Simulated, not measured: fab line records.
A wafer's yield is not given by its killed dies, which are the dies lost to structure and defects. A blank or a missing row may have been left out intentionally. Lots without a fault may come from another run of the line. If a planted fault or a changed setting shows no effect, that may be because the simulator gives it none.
fab line records + flow sky130
record
- lots=6
- wafers=18
- lastDay=50
route steps=708 shown SONOS_TUNNEL@165 SONOS_ONO@168 PAD_OPEN@708
lots untouched by any fault: they come from a run of this same line in which no faults occurred
startH: the number of hours between the record's first day and the start of the first shown wafer of the lot + waitH: hours elapsed since this lot's preceding step + " identical to the entry in the row above + L1.1+2: one row covering several wafers at once + - no value present, or no start provided + * or withheld: withheld + < > ~ a bound
route shown NAME@n: NAME is a module with steps in the file, n the number in the route of the first one + usual: mean/standard deviation of fault-free wafers + same: alike in all rows + chamber/n: place in a boat + sites: readings site by site + _std_site: standard deviation across them + _edge_site: mean of outer sites minus mean of inner sites + radiusMm: for every site, how far away it sits from the centre of the wafer + mask NAME#n: copy n + behind: the last tool/chamber to shape the wafer + hold: the reason the lot was held/the length of the hold in hours/how it ended + device: whichever transistor did not switch (one of n, p or np) + end of line: at the end of the route, the tests of the same wafers + a step without rows: its recipe alone + killed: not the wafer's yield, but the dies lost to structure and defects at the first sort + map: the dies of a wafer, with x for killed, . for not killed, _ for no die there
set.NAME: setting as actually run; set.NAME@STEP: the setting as run at that earlier step + model.NAME: the simulator's own value behind a step, which no gauge read
lots at some steps of the route; a table a step, a row a wafer
## steps
# step SKY_SONOS_TUNNEL_STRIP_11
# recipe
- chemistry=SPM
- timeS=600
- tempC=130
# step SKY_SONOS_TUNNEL_TW_MEAS_12
# usual
- SONOS_TUNNEL_TW=197.7/1.1
| lot.wafer | tool         | chamber | startH | waitH | SONOS_TUNNEL_TW |
|-----------|--------------|---------|--------|-------|-----------------|
| L450.1    | filmMetro-02 | -       | 310.28 | 0.0   | 197.0           |
| L450.5    | "            | -       | "      | "     | 197.4           |
| L450.6    | "            | -       | "      | "     | 199.2           |
| L452.3    | filmMetro-02 | -       | 314.21 | 0.0   | 198.4           |
| L452.5    | "            | -       | "      | "     | 198.3           |
| L452.6    | "            | -       | "      | "     | 198.1           |
| L456.2    | filmMetro-02 | -       | 350.09 | 0.0   | 197.1           |
| L456.4    | "            | -       | "      | "     | 197.0           |
| L456.6    | "            | -       | "      | "     | 196.9           |
| L463.2    | filmMetro-03 | -       | 414.79 | 0.0   | 195.8           |
| L463.3    | "            | -       | "      | "     | 196.6           |
| L463.6    | "            | -       | "      | "     | 196.0           |
| L465.4    | filmMetro-01 | -       | 421.10 | 0.0   | 197.3           |
| L465.5    | "            | -       | "      | "     | 195.7           |
| L465.6    | "            | -       | "      | "     | 197.0           |
| L466.1    | filmMetro-03 | -       | 429.92 | 0.0   | 197.0           |
| L466.5    | "            | -       | "      | "     | 196.2           |
| L466.6    | "            | -       | "      | "     | 197.9           |
# step SKY_SONOS_TUNNEL_CLEAN_13
# recipe
- chemistry=dHF
- timeS=20
- dilution=100:1
- dry=ipaMarangoni
# step SKY_SONOS_ONO_OXIDATION_00
# recipe
- tempC=800
- ambient=O2
- idleTempC=700
- rampUpCPerMin=10
- rampDownCPerMin=3
- stabiliseS=600
- purgeS=300
- targetThkA=26
- oxTimeS=1249
# step SKY_SONOS_ONO_THK_MEAS_01
# recipe
- reads=SiO2_of_SONOS_ONO_OXIDATION_00
# usual
- SONOS_ONO_OXIDATION_THK=2.59/0.059
| lot.wafer | tool         | chamber | startH | waitH | SONOS_ONO_OXIDATION_THK[nm] |
|-----------|--------------|---------|--------|-------|-----------------------------|
| L450.1    | filmMetro-02 | -       | 312.50 | 0.0   | 2.60                        |
| L450.5    | "            | -       | "      | "     | 2.62                        |
| L450.6    | "            | -       | "      | "     | 2.52                        |
| L452.3    | filmMetro-02 | -       | 316.25 | 0.0   | 2.61                        |
| L452.5    | "            | -       | "      | "     | 2.61                        |
| L452.6    | "            | -       | "      | "     | 2.63                        |
| L456.2    | filmMetro-02 | -       | 353.05 | 0.0   | 2.55                        |
| L456.4    | "            | -       | "      | "     | 2.57                        |
| L456.6    | "            | -       | "      | "     | 2.61                        |
| L463.2    | filmMetro-03 | -       | 416.21 | 0.0   | 2.62                        |
| L463.3    | "            | -       | "      | "     | 2.61                        |
| L463.6    | "            | -       | "      | "     | 2.59                        |
| L465.4    | filmMetro-03 | -       | 424.30 | 0.0   | 2.52                        |
| L465.5    | "            | -       | "      | "     | 2.60                        |
| L465.6    | "            | -       | "      | "     | 2.53                        |
| L466.1    | filmMetro-03 | -       | 431.34 | 0.0   | 2.51                        |
| L466.5    | "            | -       | "      | "     | 2.61                        |
| L466.6    | "            | -       | "      | "     | 2.51                        |
# step SKY_SONOS_ONO_CVD_02
# recipe
- material=Si3N4
- precursor=DCS/NH3
- targetThkNm=10.5
- tempC=770
- timeS=180
- pressureMtorr=250
# step SKY_SONOS_ONO_THK_MEAS_03
# recipe
- reads=Si3N4_of_SONOS_ONO_CVD_02
# usual
- SONOS_ONO_CVD_02_THK=10.48/0.15
| lot.wafer | tool         | chamber | startH | waitH | SONOS_ONO_CVD_02_THK[nm] |
|-----------|--------------|---------|--------|-------|--------------------------|
| L450.1    | filmMetro-04 | -       | 314.53 | 0.0   | 10.38                    |
| L450.5    | "            | -       | "      | "     | 10.48                    |
| L450.6    | "            | -       | "      | "     | 10.44                    |
| L452.3    | filmMetro-02 | -       | 317.36 | 0.0   | 10.41                    |
| L452.5    | "            | -       | "      | "     | 10.69                    |
| L452.6    | "            | -       | "      | "     | 10.73                    |
| L456.2    | filmMetro-04 | -       | 355.31 | 0.0   | 10.59                    |
| L456.4    | "            | -       | "      | "     | 10.43                    |
| L456.6    | "            | -       | "      | "     | 10.50                    |
| L463.2    | filmMetro-03 | -       | 417.32 | 0.0   | 10.43                    |
| L463.3    | "            | -       | "      | "     | 10.69                    |
| L463.6    | "            | -       | "      | "     | 10.60                    |
| L465.4    | filmMetro-03 | -       | 426.04 | 0.0   | 10.54                    |
| L465.5    | "            | -       | "      | "     | 10.52                    |
| L465.6    | "            | -       | "      | "     | 10.52                    |
| L466.1    | filmMetro-02 | -       | 432.45 | 0.0   | 10.73                    |
| L466.5    | "            | -       | "      | "     | 10.68                    |
| L466.6    | "            | -       | "      | "     | 10.82                    |
# step SKY_SONOS_ONO_CVD_04
# recipe
- material=SiO2
- precursor=SiH4/N2O
- targetThkNm=5.7199
- tempC=900
- pressureMtorr=400
# step SKY_SONOS_ONO_THK_MEAS_05
# recipe
- reads=SiO2_of_SONOS_ONO_CVD_04
# usual
- SONOS_ONO_CVD_04_THK=5.74/0.1
| lot.wafer | tool         | chamber | startH | waitH | SONOS_ONO_CVD_04_THK[nm] |
|-----------|--------------|---------|--------|-------|--------------------------|
| L450.1    | filmMetro-03 | -       | 315.84 | 0.0   | 5.73                     |
| L450.5    | "            | -       | "      | "     | 5.71                     |
| L450.6    | "            | -       | "      | "     | 5.86                     |
| L452.3    | filmMetro-04 | -       | 318.67 | 0.0   | 5.70                     |
| L452.5    | "            | -       | "      | "     | 5.60                     |
| L452.6    | "            | -       | "      | "     | 5.72                     |
| L456.2    | filmMetro-02 | -       | 358.98 | 0.0   | 5.59                     |
| L456.4    | "            | -       | "      | "     | 5.59                     |
| L456.6    | "            | -       | "      | "     | 5.74                     |
| L463.2    | filmMetro-04 | -       | 419.25 | 0.0   | 5.55                     |
| L463.3    | "            | -       | "      | "     | 5.50                     |
| L463.6    | "            | -       | "      | "     | 5.59                     |
| L465.4    | filmMetro-03 | -       | 427.97 | 0.0   | 5.72                     |
| L465.5    | "            | -       | "      | "     | 5.73                     |
| L465.6    | "            | -       | "      | "     | 5.88                     |
| L466.1    | filmMetro-03 | -       | 434.38 | 0.0   | 5.78                     |
| L466.5    | "            | -       | "      | "     | 5.92                     |
| L466.6    | "            | -       | "      | "     | 5.81                     |
# step SKY_SONOS_ONO_DEHYDRATE_06
# recipe
- tempC=200
- timeS=60
# step SKY_SONOS_ONO_HMDS_07
# recipe
- primeTimeS=60
- primeTempC=120
# step SKY_SONOS_ONO_COAT_08
# recipe
- resist=NOVOLAK
- spinRpm=3000
- resistThkNm=1140
# step SKY_SONOS_ONO_SOFTBAKE_09
# recipe
- tempC=90
- timeS=60
- resist=NOVOLAK
# usual
- runLengthS=89.07/0.12
| lot.wafer | tool          | chamber | startH | waitH | runLengthS |
|-----------|---------------|---------|--------|-------|------------|
| L450.1    | lithoTrack-02 | 0       | 328.70 | 0.1   | 91.29      |
| L450.5    | "             | 0       | "      | "     | 91.38      |
| L450.6    | "             | 0       | "      | "     | 91.27      |
| L452.3    | lithoTrack-02 | 0       | 331.70 | 0.1   | 91.53      |
| L452.5    | "             | 0       | "      | "     | 91.45      |
| L452.6    | "             | 0       | "      | "     | 91.44      |
| L456.2    | lithoTrack-04 | 0       | 372.42 | 0.1   | 89.25      |
| L456.4    | "             | 0       | "      | "     | 89.30      |
| L456.6    | "             | 0       | "      | "     | 89.14      |
| L463.2    | lithoTrack-02 | 0       | 434.28 | 0.1   | 88.91      |
| L463.3    | "             | 0       | "      | "     | 88.99      |
| L463.6    | "             | 0       | "      | "     | 88.97      |
| L465.4    | lithoTrack-04 | 0       | 443.42 | 0.1   | 89.07      |
| L465.5    | "             | 0       | "      | "     | 89.09      |
| L465.6    | "             | 0       | "      | "     | 89.08      |
| L466.1    | lithoTrack-04 | 0       | 450.35 | 0.1   | 89.28      |
| L466.5    | "             | 0       | "      | "     | 89.28      |
| L466.6    | "             | 0       | "      | "     | 88.94      |
# step SKY_SONOS_ONO_EXPOSE_10
# recipe
- maskId=ONOM
- targetCdNm=410
- na=0.6
- sourceShape=conventional
- sigmaOuter=0.6
- doseMj=150
# step SKY_PAD_OPEN_PROBE_99
# usual
- killed_at_M0_to_M3=43/6.7
- killed_at_M4_up=3.2/1.8
- killedAtContacts=25/5.2
- killedAtFrontEnd=15/4.4
- killedAtOther=0.2/0.4
- killedDies=87/9.3
- killedOpen=48/7.1
- killedShort=39/6
# same
- grossDies=492
- killedAtBackSide=0
| lot.wafer | tool      | chamber | startH  | waitH | killed_at_M0_to_M3 | killed_at_M4_up | killedAtContacts | killedAtFrontEnd | killedAtOther | killedDies | killedOpen | killedShort |
|-----------|-----------|---------|---------|-------|--------------------|-----------------|------------------|------------------|---------------|------------|------------|-------------|
| L450.1    | prober-02 | -       | 1120.49 | 0.1   | 43                 | 0               | 28               | 9                | 0             | 80         | 45         | 35          |
| L450.5    | prober-02 | -       | 1120.69 | 0.2   | 53                 | 3               | 25               | 15               | 0             | 96         | 50         | 46          |
| L450.6    | prober-02 | -       | 1120.74 | 0.2   | 42                 | 2               | 24               | 16               | 0             | 84         | 44         | 40          |
| L452.3    | prober-01 | -       | 1122.87 | 0.2   | 27                 | 4               | 32               | 17               | 0             | 80         | 46         | 34          |
| L452.5    | prober-01 | -       | 1122.97 | 0.2   | 46                 | 5               | 28               | 9                | 0             | 88         | 46         | 42          |
| L452.6    | prober-01 | -       | 1123.02 | 0.2   | 41                 | 1               | 27               | 14               | 0             | 83         | 47         | 36          |
| L456.2    | prober-02 | -       | 1155.41 | 0.1   | 54                 | 1               | 30               | 13               | 0             | 98         | 58         | 40          |
| L456.4    | prober-02 | -       | 1155.51 | 0.2   | 46                 | 4               | 17               | 15               | 0             | 82         | 36         | 46          |
| L456.6    | prober-02 | -       | 1155.61 | 0.2   | 42                 | 1               | 22               | 18               | 0             | 83         | 41         | 42          |
| L463.2    | prober-02 | -       | 1188.10 | 0.1   | 41                 | 5               | 21               | 20               | 0             | 87         | 48         | 39          |
| L463.3    | prober-02 | -       | 1188.15 | 0.2   | 37                 | 6               | 33               | 12               | 0             | 88         | 48         | 40          |
| L463.6    | prober-02 | -       | 1188.30 | 0.2   | 28                 | 3               | 27               | 10               | 0             | 68         | 32         | 36          |
| L465.4    | prober-02 | -       | 1194.77 | 0.2   | 37                 | 2               | 32               | 12               | 1             | 84         | 46         | 38          |
| L465.5    | prober-02 | -       | 1194.82 | 0.2   | 40                 | 3               | 39               | 15               | 0             | 97         | 58         | 39          |
| L465.6    | prober-02 | -       | 1194.87 | 0.2   | 43                 | 5               | 32               | 11               | 0             | 91         | 49         | 42          |
| L466.1    | prober-01 | -       | 1199.92 | 0.1   | 45                 | 5               | 16               | 13               | 0             | 79         | 31         | 48          |
| L466.5    | prober-01 | -       | 1200.12 | 0.2   | 30                 | 5               | 25               | 10               | 1             | 71         | 43         | 28          |
| L466.6    | prober-01 | -       | 1200.17 | 0.2   | 47                 | 4               | 23               | 12               | 0             | 86         | 50         | 36          |
# killed by level:class
L450.1 VIA1:geometricParticle:open=12 CONTACT:geometricParticle:open=9 CONTACT:geometricParticle:short=8 VIA3:geometricParticle:open=7 LOCAL_INTERCONNECT:geometricParticle:short=6 VIA1:geometricParticle:short=5 LI_CONTACT:geometricParticle:open=4 VIA2:geometricParticle:open=4
L450.5 VIA2:geometricParticle:open=10 VIA1:geometricParticle:short=10 LI_CONTACT:geometricParticle:open=8 VIA1:geometricParticle:open=8 VIA3:geometricParticle:open=8 CONTACT:geometricParticle:open=6 LOCAL_INTERCONNECT:geometricParticle:short=5 METAL2:geometricParticle:short=5
L450.6 VIA1:geometricParticle:open=12 CONTACT:geometricParticle:open=9 METAL1:geometricParticle:short=6 VIA3:geometricParticle:open=6 VIA1:geometricParticle:short=6 LI_CONTACT:geometricParticle:open=5 VIA2:geometricParticle:open=5 FIELD_ISO:geometricParticle:short=4
L452.3 CONTACT:geometricParticle:open=16 LI_CONTACT:geometricParticle:open=8 POLY_GATE:geometricParticle:short=6 VIA1:geometricParticle:open=6 FIELD_ISO:geometricParticle:short=5 VIA2:geometricParticle:open=5 LI_CONTACT:geometricParticle:short=4 METAL1:geometricParticle:short=4
L452.5 CONTACT:geometricParticle:open=13 VIA1:geometricParticle:open=10 METAL1:geometricParticle:short=7 VIA2:geometricParticle:open=6 CONTACT:geometricParticle:short=6 VIA1:geometricParticle:short=5 METAL4:geometricParticle:short=5 METAL2:geometricParticle:short=5
L452.6 CONTACT:geometricParticle:open=11 VIA1:geometricParticle:open=9 VIA3:geometricParticle:open=7 LI_CONTACT:geometricParticle:open=6 VIA1:geometricParticle:short=6 METAL2:geometricParticle:short=6 FIELD_ISO:geometricParticle:open=4 VIA3:geometricParticle:short=4
L456.2 CONTACT:geometricParticle:open=16 VIA1:geometricParticle:open=12 VIA2:geometricParticle:open=9 VIA1:geometricParticle:short=7 VIA3:geometricParticle:open=7 METAL2:geometricParticle:short=6 METAL1:geometricParticle:short=5 POLY_GATE:geometricParticle:open=4
L456.4 METAL1:geometricParticle:short=11 VIA1:geometricParticle:open=9 CONTACT:geometricParticle:short=7 METAL2:geometricParticle:short=7 POLY_GATE:geometricParticle:open=6 LOCAL_INTERCONNECT:geometricParticle:short=5 VIA3:geometricParticle:open=5 VIA1:geometricParticle:short=4
L456.6 VIA1:geometricParticle:open=12 CONTACT:geometricParticle:open=9 VIA1:geometricParticle:short=9 FIELD_ISO:geometricParticle:short=6 METAL2:geometricParticle:short=6 FIELD_ISO:geometricParticle:open=4 POLY_GATE:geometricParticle:short=4 LI_CONTACT:geometricParticle:open=4
L463.2 VIA3:geometricParticle:open=11 CONTACT:geometricParticle:open=9 LI_CONTACT:geometricParticle:open=5 VIA2:geometricParticle:open=5 POLY_GATE:geometricParticle:open=4 POLY_GATE:geometricParticle:short=4 SPACER:geometricParticle:short=4 METAL1:geometricParticle:short=4
L463.3 LI_CONTACT:geometricParticle:open=12 CONTACT:geometricParticle:open=11 METAL1:geometricParticle:short=7 LOCAL_INTERCONNECT:geometricParticle:short=6 METAL2:geometricParticle:short=5 VIA1:geometricParticle:open=5 VIA1:geometricParticle:short=5 METAL4:geometricParticle:short=4
L463.6 LI_CONTACT:geometricParticle:open=9 LI_CONTACT:geometricParticle:short=6 VIA1:geometricParticle:open=6 LOCAL_INTERCONNECT:geometricParticle:short=5 VIA3:geometricParticle:open=5 FIELD_ISO:geometricParticle:short=4 CONTACT:geometricParticle:open=4 METAL1:geometricParticle:short=4
L465.4 CONTACT:geometricParticle:open=13 VIA1:geometricParticle:open=10 VIA1:geometricParticle:short=8 CONTACT:geometricParticle:short=7 LI_CONTACT:geometricParticle:open=6 METAL1:geometricParticle:short=5 VIA3:geometricParticle:open=4 POLY_GATE:geometricParticle:short=3
L465.5 CONTACT:geometricParticle:open=13 LI_CONTACT:geometricParticle:open=12 VIA1:geometricParticle:open=11 METAL2:geometricParticle:short=9 FIELD_ISO:geometricParticle:open=6 CONTACT:geometricParticle:short=6 POLY_GATE:geometricParticle:open=5 VIA3:geometricParticle:open=5
L465.6 CONTACT:geometricParticle:open=9 LOCAL_INTERCONNECT:geometricParticle:short=8 VIA1:geometricParticle:open=8 VIA2:geometricParticle:open=8 LI_CONTACT:geometricParticle:open=7 VIA3:geometricParticle:open=6 CONTACT:geometricParticle:short=5 VIA1:geometricParticle:short=5
L466.1 VIA1:geometricParticle:open=10 METAL1:geometricParticle:short=7 METAL2:geometricParticle:short=5 CONTACT:geometricParticle:open=5 VIA1:geometricParticle:short=5 METAL4:geometricParticle:short=5 POLY_GATE:geometricParticle:short=4 LOCAL_INTERCONNECT:geometricParticle:short=4
L466.5 CONTACT:geometricParticle:open=10 VIA3:geometricParticle:open=8 VIA1:geometricParticle:open=7 LI_CONTACT:geometricParticle:open=6 CONTACT:geometricParticle:short=5 POLY_GATE:geometricParticle:short=4 VIA1:geometricParticle:short=4 VIA2:geometricParticle:open=4
L466.6 VIA1:geometricParticle:open=18 VIA1:geometricParticle:short=7 LI_CONTACT:geometricParticle:open=7 LOCAL_INTERCONNECT:geometricParticle:short=7 VIA3:geometricParticle:open=6 CONTACT:geometricParticle:open=6 VIA2:geometricParticle:open=5 METAL1:geometricParticle:short=4
## key
firstSign
- step=SKY_SONOS_ONO_SOFTBAKE_09
- reading=runLengthS
- direction=up
- sigmas=19
- usual=*
- struck=*
effect none on later readings
metAt SKY_SONOS_ONO_SOFTBAKE_09
struckWafers L450.1,L450.5,L450.6,L452.3,L452.5,L452.6
testerLeftOut L450,L452
fault
- kind=processParameterDrift
- tool=lithoTrack-02
- chamber=-
- onsetH=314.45
- steps=SKY_SONOS_ONO_SOFTBAKE_09
- channel=timeS
- offset=*
- shape=step
- endH=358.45
- actsIn=*
- stated=*
# testerLeftOut: of these lots the tester's yield and bins aren't shown, on N5 and GAA mostly nor the transistor test; their killed dies are dies lost to structure and defects alone, not to doping, threshold or leakage, so they don't give the yield
